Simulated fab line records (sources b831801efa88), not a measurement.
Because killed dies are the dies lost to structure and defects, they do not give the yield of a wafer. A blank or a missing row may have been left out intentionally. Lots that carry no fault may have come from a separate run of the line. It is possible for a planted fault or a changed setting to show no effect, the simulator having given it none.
Chamber matching :: flow sky130 :: SKY_VIA2_HDPCVD_00 on hdpcvd-02 has 3 sister chambers
The step deposits SiO2, target thk 1180 nm, time 196.7 s. 14 wafers are shown with their chamber, then 7 later ones without.

## WAFERS PAIRED WITH THEIR CHAMBERS
wafer: L403.4
chamber: 2
pressure-mtorr (mTorr): 6.004
sih4-flow-sccm (sccm): 59.90

wafer: L403.5
chamber: 1
pressure-mtorr (mTorr): 5.992
sih4-flow-sccm (sccm): 59.99

wafer: L403.6
chamber: 0
pressure-mtorr (mTorr): 6.008
sih4-flow-sccm (sccm): 60.18

wafer: L404.1
chamber: 0
pressure-mtorr (mTorr): 6.002
sih4-flow-sccm (sccm): 59.74

wafer: L404.4
chamber: 2
pressure-mtorr (mTorr): 6.003
sih4-flow-sccm (sccm): 59.71

wafer: L404.6
chamber: 1
pressure-mtorr (mTorr): 6.009
sih4-flow-sccm (sccm): 60.24

wafer: L405.2
chamber: 2
pressure-mtorr (mTorr): 6.008
sih4-flow-sccm (sccm): 60.11

wafer: L405.5
chamber: 0
pressure-mtorr (mTorr): 5.995
sih4-flow-sccm (sccm): 60.29

wafer: L405.6
chamber: 2
pressure-mtorr (mTorr): 6.017
sih4-flow-sccm (sccm): 59.92

wafer: L407.1
chamber: 1
pressure-mtorr (mTorr): 5.990
sih4-flow-sccm (sccm): 60.05

wafer: L407.3
chamber: 0
pressure-mtorr (mTorr): 6.000
sih4-flow-sccm (sccm): 60.05

wafer: L407.5
chamber: 1
pressure-mtorr (mTorr): 6.000
sih4-flow-sccm (sccm): 59.73

wafer: L412.1
chamber: 2
pressure-mtorr (mTorr): 5.986
sih4-flow-sccm (sccm): 60.08

wafer: L412.4
chamber: 2
pressure-mtorr (mTorr): 6.009
sih4-flow-sccm (sccm): 59.88

SIGNATURES, as means of the wafers listed above
reading: pressure-mtorr
chamber 0: 6.00125
chamber 1: 5.99775
chamber 2: 6.00450
scatter within a chamber: 0.00876

reading: sih4-flow-sccm
chamber 0: 60.0650
chamber 1: 60.0025
chamber 2: 59.9333
scatter within a chamber: 0.193
Rule: distance of a wafer from a chamber = root of the sum over the readings of ((wafer's reading minus chamber's mean) / reading's scatter) squared. The wafer belongs to the nearest chamber; if the next one is less than 2 further off, it can't be placed. The scatter: the root of (the sum of the squares of (reading less its chamber's mean) over the shown wafers, divided by (wafers less chambers)).

## WAFERS WHOSE CHAMBER IS MISSING
wafer: L412.6
pressure-mtorr (mTorr): 6.008
sih4-flow-sccm (sccm): 59.59

wafer: L413.4
pressure-mtorr (mTorr): 5.968
sih4-flow-sccm (sccm): 59.93

wafer: L413.5
pressure-mtorr (mTorr): 5.994
sih4-flow-sccm (sccm): 60.25

wafer: L413.6
pressure-mtorr (mTorr): 6.013
sih4-flow-sccm (sccm): 59.83

wafer: L417.1
pressure-mtorr (mTorr): 6.006
sih4-flow-sccm (sccm): 60.32

wafer: L417.2
pressure-mtorr (mTorr): 6.005
sih4-flow-sccm (sccm): 60.11

wafer: L417.4
pressure-mtorr (mTorr): 5.999
sih4-flow-sccm (sccm): 59.84

## THE CHAMBER EACH PASSED THROUGH
wafer: L412.6
from the rows above: can't be placed: 2 or 1 or 0
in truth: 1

wafer: L413.4
from the rows above: can't be placed: 1 or 0 or 2
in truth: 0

wafer: L413.5
from the rows above: can't be placed: 0 or 1 or 2
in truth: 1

wafer: L413.6
from the rows above: can't be placed: 2 or 0 or 1
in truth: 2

wafer: L417.1
from the rows above: can't be placed: 0 or 1 or 2
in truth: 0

wafer: L417.2
from the rows above: can't be placed: 0 or 2 or 1
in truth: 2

wafer: L417.4
from the rows above: can't be placed: 2 or 1 or 0
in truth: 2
0 of 7 placed correctly. Can't be placed from these rows: 7 (the true chamber is among the candidates in 7). Wrongly placed: 0.
